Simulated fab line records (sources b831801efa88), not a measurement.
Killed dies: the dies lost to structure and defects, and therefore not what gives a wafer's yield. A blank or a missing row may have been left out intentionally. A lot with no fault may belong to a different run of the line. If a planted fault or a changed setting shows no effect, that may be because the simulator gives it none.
fab line records	flow sky130
record: lots: 5	wafers: 15	lastDay: 47
route steps=708 shown SD_N@348 SD_P@359 RES_XHIGH@360 SALICIDE@361 LI_CONTACT@362
lots that met no fault: from a run of the same line without faults
startH: hours from the record's opening day to when the first of the lot's shown wafers began	waitH: time in hours since the lot's previous step	" identical to the entry in the row above	L1.1+2: several wafers, shown together as one row	- either no value or no given start	* or withheld: withheld	< > ~ a bound
route shown NAME@n: a module of which the file shows steps, and the number in the route of the first	usual: mean/standard deviation taken from wafers without a fault	same: alike in all rows	chamber/n: place in a boat	sites: the reading at each site	_std_site: the standard deviation of these	_edge_site: mean of outer sites minus mean of inner sites	radiusMm: how far each site lies from the wafer's centre	mask NAME#n: copy n	behind: the last tool/chamber to shape the wafer	hold: why the lot was held/for how many hours/how that ended	device: names the non-switching transistor (n, p or np)	end of line: tests run on the same wafers once the route is complete	for a step that has no rows: nothing shown but its recipe	killed: count of dies lost to structure and defects at first sort (not the wafer's yield)	map: a wafer's dies, marking killed ones x, the rest . and places with no die _
set.NAME: the setting that was run; set.NAME@STEP: the one run at that earlier step	model.NAME: the simulator's own value behind a step, which no gauge read
certain route steps with their lots: each step a table, each wafer a row
services: from which hour (startH, from the record's first day; less than 0 if before it) a tool's chamber was out of use, for how many hours, and why
== steps ==
step: SKY_SD_N_DEVELOP_06
recipe: resist: NOVOLAK	developer: TMAH	developTimeS: 60	devTempC: 23
usual: developerTempC: 22.97/0.11	exhaustPa: 45.1/0.98
lot.wafer	tool	chamber	startH	waitH	developerTempC	exhaustPa
L078.2	lithoTrack-02	0	685.09	0.1	22.91	44.1
L078.5	"	0	"	"	23.10	44.9
L078.6	"	0	"	"	22.99	43.5
L080.1	lithoTrack-02	0	696.16	0.1	22.91	45.7
L080.2	"	0	"	"	22.89	44.6
L080.3	"	0	"	"	22.85	45.2
L081.1	lithoTrack-02	0	705.46	0.1	22.99	45.6
L081.4	"	0	"	"	22.94	45.6
L081.5	"	0	"	"	22.95	46.0
L082.2	lithoTrack-03	0	710.24	0.1	23.08	46.6
L082.4	"	0	"	"	22.90	45.5
L082.6	"	0	"	"	22.91	45.2
L083.4	lithoTrack-03	0	722.34	0.1	22.96	44.2
L083.5	"	0	"	"	23.01	43.7
L083.6	"	0	"	"	22.99	43.8
step: SKY_SD_N_CD_MEAS_07
recipe: targetCdNm: 380
usual: cdNm: 380.3/2.8
lot.wafer	tool	chamber	startH	waitH	cdNm
L078.2	cdSem-01	-	685.23	0.1	381.4
L078.5	"	-	"	"	380.2
L078.6	"	-	"	"	379.5
L080.1	cdSem-02	-	696.31	0.1	378.7
L080.2	"	-	"	"	377.2
L080.3	"	-	"	"	378.2
L081.1	cdSem-01	-	705.61	0.1	377.6
L081.4	"	-	"	"	377.9
L081.5	"	-	"	"	377.7
L082.2	cdSem-02	-	710.39	0.1	378.5
L082.4	"	-	"	"	381.4
L082.6	"	-	"	"	381.0
L083.4	cdSem-02	-	722.48	0.1	384.8
L083.5	"	-	"	"	385.2
L083.6	"	-	"	"	385.8
step: SKY_SD_N_OVL_MEAS_08
usual: SD_N_OVL: -0.8/1.7
lot.wafer	tool	chamber	startH	waitH	SD_N_OVL[nm]
L078.2	overlay-01	-	685.34	0.1	-1.1
L078.5	"	-	"	"	-1.9
L078.6	"	-	"	"	-1.3
L080.1	overlay-02	-	696.43	0.1	1.2
L080.2	"	-	"	"	1.1
L080.3	"	-	"	"	-0.4
L081.1	overlay-01	-	705.73	0.1	2.7
L081.4	"	-	"	"	-0.7
L081.5	"	-	"	"	1.0
L082.2	overlay-02	-	710.50	0.1	0.3
L082.4	"	-	"	"	-2.1
L082.6	"	-	"	"	-2.1
L083.4	overlay-01	-	722.56	0.1	0.7
L083.5	"	-	"	"	2.5
L083.6	"	-	"	"	0.8
step: SKY_SD_N_IMPLANT_09
recipe: species: As	energyKev: 50	doseCm2: 4e+15	tiltDeg: 0
usual: faradayCurrentUA: 10934/520
lot.wafer	tool	chamber	startH	waitH	faradayCurrentUA
L078.2	implanter-04	0	685.39	0.0	10763
L078.5	"	0	"	"	10685
L078.6	"	0	"	"	10599
L080.1	implanter-04	0	696.47	0.0	10876
L080.2	"	0	"	"	10373
L080.3	"	0	"	"	10690
L081.1	implanter-04	0	705.77	0.0	10625
L081.4	"	0	"	"	10298
L081.5	"	0	"	"	10740
L082.2	implanter-04	0	710.55	0.0	10585
L082.4	"	0	"	"	10439
L082.6	"	0	"	"	11146
L083.4	implanter-02	0	722.65	0.1	11794
L083.5	"	0	"	"	11611
L083.6	"	0	"	"	11835
step: SKY_SD_N_IMPLANT_10
recipe: species: P	energyKev: 20	doseCm2: 1e+14	tiltDeg: 0
usual: faradayCurrentUA: 477/23
lot.wafer	tool	chamber	startH	waitH	faradayCurrentUA
L078.2	implanter-04	0	685.54	0.1	486
L078.5	"	0	"	"	479
L078.6	"	0	"	"	446
L080.1	implanter-04	0	696.62	0.1	458
L080.2	"	0	"	"	457
L080.3	"	0	"	"	458
L081.1	implanter-04	0	705.92	0.1	466
L081.4	"	0	"	"	470
L081.5	"	0	"	"	471
L082.2	implanter-04	0	710.70	0.1	465
L082.4	"	0	"	"	461
L082.6	"	0	"	"	458
L083.4	implanter-02	0	722.80	0.1	490
L083.5	"	0	"	"	499
L083.6	"	0	"	"	535
step: SKY_SD_N_STRIP_11
recipe: chemistry: O2/N2	powerW: 1400	pressureMtorr: 1500	platenTempC: withheld	o2FlowSccm: 3000	n2FlowSccm: 300	overashFraction: 0.5
usual: drypumpMotorCurrentA: 5.3/0.32	oesProductAu: 0.527/0.0047	stripTimeToEndpointS: 22.54/0.053
lot.wafer	tool	chamber	startH	waitH	drypumpMotorCurrentA	oesProductAu	rfHoursCounterH	stripTimeToEndpointS
L078.2	plasmaAsher-01	0	685.67	0.1	4.8	0.516	28	22.50
L078.5	"	0	"	"	4.8	0.521	-	22.52
L078.6	"	1	"	"	5.4	0.525	-	22.48
L080.1	plasmaAsher-01	0	696.77	0.1	4.8	0.519	29	22.47
L080.2	"	1	"	"	5.4	0.529	29	22.50
L080.3	"	1	"	"	5.4	0.533	-	22.50
L081.1	plasmaAsher-01	0	706.07	0.1	4.8	0.531	30	22.60
L081.4	"	1	"	"	5.5	0.531	-	22.47
L081.5	"	1	"	"	5.5	0.528	-	22.51
L082.2	plasmaAsher-02	0	710.83	0.1	5.5	0.526	59	22.54
L082.4	"	0	"	"	5.5	0.523	-	22.55
L082.6	"	1	"	"	5.7	0.527	-	22.57
L083.4	plasmaAsher-01	1	722.91	0.1	5.4	0.521	-	22.60
L083.5	"	1	"	"	5.4	0.518	-	22.56
L083.6	"	0	"	"	4.8	0.530	-	22.58
step: SKY_SD_N_TW_MEAS_12
usual: SD_N_TW: 3934/39
lot.wafer	tool	chamber	startH	waitH	SD_N_TW
L078.2	filmMetro-02	-	685.78	0.1	4019
L078.5	"	-	"	"	3997
L078.6	"	-	"	"	3986
L080.1	filmMetro-02	-	696.87	0.1	3992
L080.2	"	-	"	"	3996
L080.3	"	-	"	"	3983
L081.1	filmMetro-03	-	706.17	0.1	3923
L081.4	"	-	"	"	3925
L081.5	"	-	"	"	3918
L082.2	filmMetro-02	-	710.94	0.1	3981
L082.4	"	-	"	"	3976
L082.6	"	-	"	"	4008
L083.4	filmMetro-03	-	723.01	0.1	3943
L083.5	"	-	"	"	3927
L083.6	"	-	"	"	3916
step: SKY_SD_N_CLEAN_13
recipe: chemistry: SC1/SC2	mix: 1:4:20	tempC: 70	timeS: 150	dry: n2Spin
lot.wafer	tool	chamber	startH	waitH
L078.2+5+6	wetBench-04	0	685.83	0.0
L080.1+2+3	wetBench-04	2	696.94	0.1
L081.1+4+5	wetBench-01	0	706.23	0.1
L082.2+4+6	wetBench-03	3	710.99	0.0
L083.4+5+6	wetBench-03	3	723.04	0.0
step: SKY_SD_N_RTA_14
recipe: tempC: 1075	timeS: 2	idleTempC: 650	rampUpCPerS: 150	rampDownCPerS: 90	ambient: N2
usual: lampPowerPct: 15.73/0.054	wafer_temp_C_max: 1078.2/1.2
lot.wafer	tool	chamber	startH	waitH	lampPowerPct	wafer_temp_C_max
L078.2	rtpAnneal-01	0	685.89	0.0	15.69	1077.0
L078.5	"	0	"	"	15.65	1078.8
L078.6	"	0	"	"	15.60	1077.6
L080.1	rtpAnneal-01	0	697.04	0.0	15.68	1076.5
L080.2	"	0	"	"	15.83	1079.9
L080.3	"	0	"	"	15.74	1078.6
L081.1	rtpAnneal-02	0	706.28	0.0	15.69	1078.1
L081.4	"	0	"	"	15.75	1078.8
L081.5	"	0	"	"	15.81	1077.6
L082.2	rtpAnneal-01	0	711.04	0.0	15.71	1081.6
L082.4	"	0	"	"	15.82	1080.5
L082.6	"	0	"	"	15.71	1077.8
L083.4	rtpAnneal-02	0	723.12	0.0	15.70	1077.7
L083.5	"	0	"	"	15.72	1078.1
L083.6	"	0	"	"	15.78	1077.7
step: SKY_SD_N_RS_MEAS_16
recipe: thkMeasGauge: four-point-probe
usual: SD_N_RS: 68.61/0.16
lot.wafer	tool	chamber	startH	waitH	SD_N_RS[ohm/sq]
L078.2	filmMetro-01	-	686.08	0.1	68.69
L078.5	"	-	"	"	68.59
L078.6	"	-	"	"	68.62
L080.1	filmMetro-01	-	697.21	0.1	68.68
L080.2	"	-	"	"	68.51
L080.3	"	-	"	"	68.64
L081.1	filmMetro-03	-	706.46	0.1	68.80
L081.4	"	-	"	"	68.83
L081.5	"	-	"	"	68.68
L082.2	filmMetro-01	-	711.23	0.1	68.66
L082.4	"	-	"	"	68.68
L082.6	"	-	"	"	68.58
L083.4	filmMetro-01	-	723.32	0.1	68.55
L083.5	"	-	"	"	68.52
L083.6	"	-	"	"	68.32
step: SKY_SD_N_RS_MEAS_17
recipe: thkMeasGauge: four-point-probe
usual: SD_P_RS: 147.2/0.43
lot.wafer	tool	chamber	startH	waitH	SD_P_RS[ohm/sq]
L078.2	filmMetro-01	-	686.20	0.1	147.4
L078.5	"	-	"	"	147.7
L078.6	"	-	"	"	147.6
L080.1	filmMetro-01	-	697.33	0.1	147.0
L080.2	"	-	"	"	147.3
L080.3	"	-	"	"	146.9
L081.1	filmMetro-03	-	706.58	0.1	147.6
L081.4	"	-	"	"	147.2
L081.5	"	-	"	"	147.7
L082.2	filmMetro-01	-	711.35	0.1	146.9
L082.4	"	-	"	"	146.9
L082.6	"	-	"	"	147.1
L083.4	filmMetro-01	-	723.44	0.1	146.8
L083.5	"	-	"	"	147.1
L083.6	"	-	"	"	147.0
step: SKY_SD_N_RS_MEAS_18
recipe: thkMeasGauge: four-point-probe
usual: RES_XHIGH_RS: 333.3/1.4
lot.wafer	tool	chamber	startH	waitH	RES_XHIGH_RS[ohm/sq]
L078.2	filmMetro-01	-	686.32	0.1	333.3
L078.5	"	-	"	"	332.5
L078.6	"	-	"	"	333.0
L080.1	filmMetro-01	-	697.45	0.1	333.4
L080.2	"	-	"	"	332.6
L080.3	"	-	"	"	332.9
L081.1	filmMetro-03	-	706.70	0.1	333.9
L081.4	"	-	"	"	335.2
L081.5	"	-	"	"	334.5
L082.2	filmMetro-01	-	711.47	0.1	331.9
L082.4	"	-	"	"	330.2
L082.6	"	-	"	"	331.6
L083.4	filmMetro-01	-	723.56	0.1	334.1
L083.5	"	-	"	"	333.4
L083.6	"	-	"	"	333.7
step: SKY_SALICIDE_CLEAN_00
recipe: chemistry: HF-last	timeS: 30	dilution: 100:1	dry: ipaMarangoni
lot.wafer	tool	chamber	startH	waitH
L078.2+5+6	wetBench-02	0	686.42	0.1
L080.1+2+3	wetBench-04	3	697.57	0.1
L081.1+4+5	wetBench-04	1	706.82	0.1
L082.2+4+6	wetBench-02	1	711.57	0.1
L083.4+5+6	wetBench-02	0	723.62	0.0
step: SKY_LI_CONTACT_HDPCVD_00
recipe: material: PSG	targetThkNm: 930	sigmaOpenFrac: 0.3	timeS: 155	tempC: 600	sih4FlowSccm: 60	pressureMtorr: 6
lot.wafer	tool	chamber	startH	waitH
L078.2+5+6	hdpcvd-02	0,1,2	686.43	0.0
L080.1+2+3	hdpcvd-01	0,2,1	697.61	0.0
L081.1+4+5	hdpcvd-01	0,1,0	706.84	0.0
L082.2+4+6	hdpcvd-01	2,2,1	711.59	0.0
L083.4+5+6	hdpcvd-01	2,1,0	723.69	0.1
step: SKY_LI_CONTACT_THK_MEAS_01
recipe: reads: PSG_of_LI_CONTACT_HDPCVD_00
usual: LI_CONTACT_HDPCVD_THK: 928/8
lot.wafer	tool	chamber	startH	waitH	LI_CONTACT_HDPCVD_THK[nm]
L078.2	filmMetro-02	-	686.55	0.1	918
L078.5	"	-	"	"	924
L078.6	"	-	"	"	919
L080.1	filmMetro-01	-	697.71	0.1	915
L080.2	"	-	"	"	924
L080.3	"	-	"	"	926
L081.1	filmMetro-01	-	706.94	0.1	926
L081.4	"	-	"	"	950
L081.5	"	-	"	"	943
L082.2	filmMetro-01	-	711.70	0.1	935
L082.4	"	-	"	"	930
L082.6	"	-	"	"	945
L083.4	filmMetro-03	-	723.77	0.0	917
L083.5	"	-	"	"	932
L083.6	"	-	"	"	924
step: SKY_LI_CONTACT_CMP_02
recipe: material: PSG	downForcePsi: 4	platenRpm: 60	padVelocityMS: 0.94248
usual: headPressurePsi: 4.000/0.0082	motorCurrentA: 12.6/1.3	timeToEndpointS: 32.0/2.4
lot.wafer	tool	chamber	startH	waitH	headPressurePsi	motorCurrentA	timeToEndpointS
L078.2	cmp-02	1	686.94	0.4	3.990	15.2	29.1
L078.5	"	2	"	"	3.994	12.7	30.3
L078.6	"	3	"	"	3.993	12.4	31.5
L080.3	cmp-01	1	697.77	0.0	4.010	12.1	31.5
L080.2	"	2	"	"	3.999	10.2	31.0
L080.1	"	3	"	"	3.997	13.1	30.1
L081.1	cmp-01	1	707.05	0.1	3.981	12.9	36.4
L081.4	"	3	"	"	4.009	13.0	36.9
L081.5	"	0	"	"	4.002	12.0	36.0
L082.2	cmp-02	0	711.75	0.0	3.997	14.2	32.8
L082.4	"	1	"	"	3.998	15.2	32.1
L082.6	"	1	"	"	3.991	15.2	33.2
L083.4	cmp-02	3	723.90	0.1	4.001	12.2	31.5
L083.6	"	1	"	"	3.988	13.8	32.5
L083.5	"	2	"	"	4.000	12.6	31.0
step: SKY_LI_CONTACT_BOW_MEAS_03
recipe: mode: bow
usual: LI_CONTACT_BOW: 56/7.7
lot.wafer	tool	chamber	startH	waitH	LI_CONTACT_BOW[um]
L078.2	filmMetro-02	-	687.11	0.1	45
L078.5	"	-	"	"	63
L078.6	"	-	"	"	67
L080.1	filmMetro-03	-	698.07	0.1	55
L080.2	"	-	"	"	63
L080.3	"	-	"	"	56
L081.1	filmMetro-01	-	707.30	0.2	56
L081.4	"	-	"	"	59
L081.5	"	-	"	"	62
L082.2	filmMetro-03	-	712.07	0.3	56
L082.4	"	-	"	"	44
L082.6	"	-	"	"	65
L083.4	filmMetro-01	-	724.16	0.2	62
L083.5	"	-	"	"	54
L083.6	"	-	"	"	47
step: SKY_LI_CONTACT_DEHYDRATE_04
recipe: tempC: 200	timeS: 60
usual: exhaustPa: 45.1/0.9
lot.wafer	tool	chamber	startH	waitH	exhaustPa
L078.2	lithoTrack-02	0	700.29	13.2	45.4
L078.5	"	0	"	"	45.7
L078.6	"	0	"	"	45.0
L080.1	lithoTrack-03	0	711.17	13.1	45.1
L080.2	"	0	"	"	44.6
L080.3	"	0	"	"	45.5
L081.1	lithoTrack-01	0	720.37	13.1	44.1
L081.4	"	0	"	"	44.8
L081.5	"	0	"	"	45.5
L082.2	lithoTrack-03	0	725.64	13.6	46.5
L082.4	"	0	"	"	45.9
L082.6	"	0	"	"	45.2
L083.4	lithoTrack-02	0	737.44	13.3	45.3
L083.5	"	0	"	"	44.8
L083.6	"	0	"	"	43.4
step: SKY_LI_CONTACT_HMDS_05
recipe: primeTimeS: 60	primeTempC: 120
usual: exhaustPa: 44.9/0.83	primeTempC: 120.00/0.15
lot.wafer	tool	chamber	startH	waitH	exhaustPa	primeTempC
L078.2	lithoTrack-02	0	700.44	0.1	44.3	119.93
L078.5	"	0	"	"	43.9	119.92
L078.6	"	0	"	"	44.9	120.24
L080.1	lithoTrack-03	0	711.32	0.1	45.3	119.84
L080.2	"	0	"	"	47.1	120.23
L080.3	"	0	"	"	45.2	119.99
L081.1	lithoTrack-01	0	720.52	0.1	44.7	119.99
L081.4	"	0	"	"	43.7	120.00
L081.5	"	0	"	"	45.6	119.75
L082.2	lithoTrack-03	0	725.79	0.1	44.8	120.07
L082.4	"	0	"	"	44.1	120.09
L082.6	"	0	"	"	46.0	119.83
L083.4	lithoTrack-02	0	737.59	0.1	44.9	120.03
L083.5	"	0	"	"	43.7	120.19
L083.6	"	0	"	"	44.3	120.18
step: SKY_LI_CONTACT_COAT_06
recipe: resist: BARC	tempC: withheld	timeS: withheld	spinRpm: 3000	resistThkNm: 60
usual: exhaustPa: 44.9/0.76
lot.wafer	tool	chamber	startH	waitH	exhaustPa
L078.2	lithoTrack-02	0	700.59	0.1	45.0
L078.5	"	0	"	"	44.9
L078.6	"	0	"	"	45.7
L080.1	lithoTrack-03	0	711.47	0.1	45.8
L080.2	"	0	"	"	45.6
L080.3	"	0	"	"	44.0
L081.1	lithoTrack-01	0	720.67	0.1	45.3
L081.4	"	0	"	"	44.6
L081.5	"	0	"	"	44.7
L082.2	lithoTrack-03	0	725.94	0.1	44.0
L082.4	"	0	"	"	45.2
L082.6	"	0	"	"	44.5
L083.4	lithoTrack-02	0	737.74	0.1	44.6
L083.5	"	0	"	"	43.4
L083.6	"	0	"	"	44.0
step: SKY_LI_CONTACT_COAT_07
recipe: resist: KrF-thick	spinRpm: 3000	resistThkNm: 450
usual: exhaustPa: 44.9/0.96
lot.wafer	tool	chamber	startH	waitH	exhaustPa
L078.2	lithoTrack-02	0	-	-	43.9
L078.5	"	0	"	"	43.9
L078.6	"	0	"	"	43.5
L080.1	lithoTrack-03	0	-	-	44.0
L080.2	"	0	"	"	44.5
L080.3	"	0	"	"	43.9
L081.1	lithoTrack-01	0	-	-	45.1
L081.4	"	0	"	"	45.5
L081.5	"	0	"	"	44.8
L082.2	lithoTrack-03	0	-	-	46.9
L082.4	"	0	"	"	45.5
L082.6	"	0	"	"	44.9
L083.4	lithoTrack-02	0	-	-	43.5
L083.5	"	0	"	"	45.9
L083.6	"	0	"	"	44.5
step: SKY_LI_CONTACT_SOFTBAKE_08
recipe: tempC: 100	timeS: 90	resist: KrF-thick
usual: exhaustPa: 45.1/0.85
lot.wafer	tool	chamber	startH	waitH	exhaustPa
L078.2	lithoTrack-02	0	-	-	44.7
L078.5	"	0	"	"	47.5
L078.6	"	0	"	"	44.9
L080.1	lithoTrack-03	0	-	-	45.2
L080.2	"	0	"	"	44.7
L080.3	"	0	"	"	46.6
L081.1	lithoTrack-01	0	-	-	44.0
L081.4	"	0	"	"	45.4
L081.5	"	0	"	"	45.2
L082.2	lithoTrack-03	0	-	-	45.0
L082.4	"	0	"	"	45.1
L082.6	"	0	"	"	44.0
L083.4	lithoTrack-02	0	-	-	44.9
L083.5	"	0	"	"	44.5
L083.6	"	0	"	"	44.2
step: SKY_LI_CONTACT_EXPOSE_09
recipe: maskId: LICM1	na: 0.8	sourceShape: annular	sigmaInner: 0.55	sigmaOuter: 0.85	targetCdNm: 170	doseMj: 38
lot.wafer	tool	chamber	startH	waitH	mask
L078.2+5+6	krfScanner-02	0	-	-	LICM1#0
L080.1+2+3	krfScanner-02	0	-	-	LICM1#0
L081.1+4+5	krfScanner-02	0	-	-	LICM1#0
L082.2+4+6	krfScanner-01	0	-	-	LICM1#0
L083.4+5+6	krfScanner-01	0	-	-	LICM1#0
step: SKY_LI_CONTACT_PEB_10
recipe: pebTempC: withheld	pebTimeS: withheld	resist: KrF-thick
usual: exhaustPa: 45.1/0.92
lot.wafer	tool	chamber	startH	waitH	exhaustPa
L078.2	lithoTrack-02	0	-	-	45.8
L078.5	"	0	"	"	45.4
L078.6	"	0	"	"	45.0
L080.1	lithoTrack-01	0	-	-	45.4
L080.2	"	0	"	"	45.8
L080.3	"	0	"	"	45.5
L081.1	lithoTrack-03	0	-	-	44.2
L081.4	"	0	"	"	42.4
L081.5	"	0	"	"	43.9
L082.2	lithoTrack-02	0	-	-	45.2
L082.4	"	0	"	"	44.3
L082.6	"	0	"	"	44.2
L083.4	lithoTrack-03	0	-	-	44.3
L083.5	"	0	"	"	45.7
L083.6	"	0	"	"	45.2
step: SKY_LI_CONTACT_DEVELOP_11
recipe: developTimeS: 60	resist: KrF-thick	devTempC: 21
usual: developerTempC: 20.98/0.1	exhaustPa: 45.2/0.89
lot.wafer	tool	chamber	startH	waitH	developerTempC	exhaustPa
L078.2	lithoTrack-02	0	-	-	20.95	45.7
L078.5	"	0	"	"	20.96	44.0
L078.6	"	0	"	"	21.07	46.4
L080.1	lithoTrack-01	0	-	-	20.93	44.4
L080.2	"	0	"	"	21.02	45.7
L080.3	"	0	"	"	21.12	45.1
L081.1	lithoTrack-03	0	-	-	20.95	43.3
L081.4	"	0	"	"	20.92	45.4
L081.5	"	0	"	"	21.03	44.7
L082.2	lithoTrack-02	0	-	-	20.90	46.4
L082.4	"	0	"	"	20.83	45.4
L082.6	"	0	"	"	20.89	46.1
L083.4	lithoTrack-03	0	-	-	20.93	44.6
L083.5	"	0	"	"	20.90	45.5
L083.6	"	0	"	"	20.87	45.9
step: SKY_LI_CONTACT_CD_MEAS_12
recipe: targetCdNm: 170
usual: cdNm: 170.2/1.3
lot.wafer	tool	chamber	startH	waitH	cdNm
L078.2	cdSem-02	-	715.08	-	171.0
L078.5	"	-	"	"	171.0
L078.6	"	-	"	"	170.8
L080.1	cdSem-01	-	726.12	-	170.3
L080.2	"	-	"	"	170.2
L080.3	"	-	"	"	171.6
L081.1	cdSem-01	-	734.72	-	168.5
L081.4	"	-	"	"	170.5
L081.5	"	-	"	"	168.7
L082.2	cdSem-02	-	740.03	-	171.6
L082.4	"	-	"	"	170.8
L082.6	"	-	"	"	172.6
L083.4	cdSem-02	-	751.63	-	171.2
L083.5	"	-	"	"	173.3
L083.6	"	-	"	"	171.4
step: SKY_LI_CONTACT_OVL_MEAS_13
usual: LI_CONTACT_OVL: -4/5.3
lot.wafer	tool	chamber	startH	waitH	LI_CONTACT_OVL[nm]
L078.2	overlay-02	-	715.19	0.1	-9
L078.5	"	-	"	"	-8
L078.6	"	-	"	"	-14
L080.1	overlay-01	-	726.24	0.1	-6
L080.2	"	-	"	"	-3
L080.3	"	-	"	"	0
L081.1	overlay-02	-	734.84	0.1	-4
L081.4	"	-	"	"	-4
L081.5	"	-	"	"	-6
L082.2	overlay-02	-	740.14	0.1	2
L082.4	"	-	"	"	1
L082.6	"	-	"	"	1
L083.4	overlay-01	-	751.71	0.1	0
L083.5	"	-	"	"	0
L083.6	"	-	"	"	-2
step: SKY_LI_CONTACT_ETCH_14
recipe: chemistry: N2/H2	target: BARC	ionEnergyEv: 200	sourceW: 500	biasW: 100	pressureMtorr: 30	n2FlowSccm: 100	h2FlowSccm: 200	stopOn: SiO2	timeS: 45.9	targetDepthA: 600
usual: drypumpMotorCurrentA: 6.0/0.4	oesProductAu: 0.855/0.0049	rfFwdPowerW: 495.5/2	throttleValvePct: 13.225/0.009
lot.wafer	tool	chamber	startH	waitH	drypumpMotorCurrentA	oesProductAu	rfFwdPowerW	rfHoursCounterH	throttleValvePct
L078.2	rieDiel-02	1	715.22	0.0	6.1	0.860	496.0	11	13.231
L078.5	"	1	"	"	6.1	0.852	494.7	-	13.235
L078.6	"	2	"	"	5.4	0.857	496.9	-	13.244
L080.1	rieDiel-04	2	726.27	0.0	5.5	0.856	495.8	4	13.227
L080.2	"	3	"	"	6.0	0.857	495.5	23	13.203
L080.3	"	0	"	"	6.4	0.854	492.7	11	13.206
L081.1	rieDiel-04	3	734.88	0.0	6.0	0.845	495.9	23	13.221
L081.4	"	2	"	"	5.4	0.855	496.0	4	13.236
L081.5	"	1	"	"	6.6	0.852	493.4	-	13.217
L082.2	rieDiel-02	3	740.17	0.0	6.4	0.844	495.6	8	13.240
L082.4	"	0	"	"	6.4	0.852	493.3	13	13.221
L082.6	"	3	"	"	6.4	0.848	496.8	-	13.219
L083.4	rieDiel-01	3	751.73	0.0	6.1	0.856	496.8	22	13.225
L083.5	"	3	"	"	6.1	0.850	496.3	-	13.239
L083.6	"	0	"	"	5.7	0.849	494.6	-	13.222
== services ==
tool	chamber	startH	hours	kind
krfScanner-01	-	661.60	1.3	pm
hdpcvd-02	0	665.75	-	clean
hdpcvd-02	1	665.75	-	clean
implanter-02	-	676.76	3.1	repair
cmp-01	-	677.88	2.2	repair
rieDiel-04	2	680.04	6.4	repair
krfScanner-02	-	682.15	1.0	pm
plasmaAsher-02	-	683.55	4.7	repair
implanter-04	-	683.87	0.6	repair
cmp-01	-	684.19	7.0	pm
rieDiel-04	-	685.13	2.8	pm
plasmaAsher-02	-	685.46	1.5	repair
krfScanner-02	-	686.31	3.6	pm
krfScanner-01	-	692.32	0.8	pm
krfScanner-01	-	695.91	1.0	pm
cmp-02	-	718.30	0.8	repair
krfScanner-02	-	719.81	1.3	pm
implanter-04	-	721.17	3.9	repair
cmp-01	-	732.19	3.5	repair
implanter-04	-	736.73	3.4	repair
rieDiel-01	-	741.78	0.5	repair
cmp-02	-	744.03	4.0	pm
cmp-02	-	748.03	-	consumableReplace:conditioner
cmp-02	-	748.03	-	consumableReplace:pad
== key ==
fault none
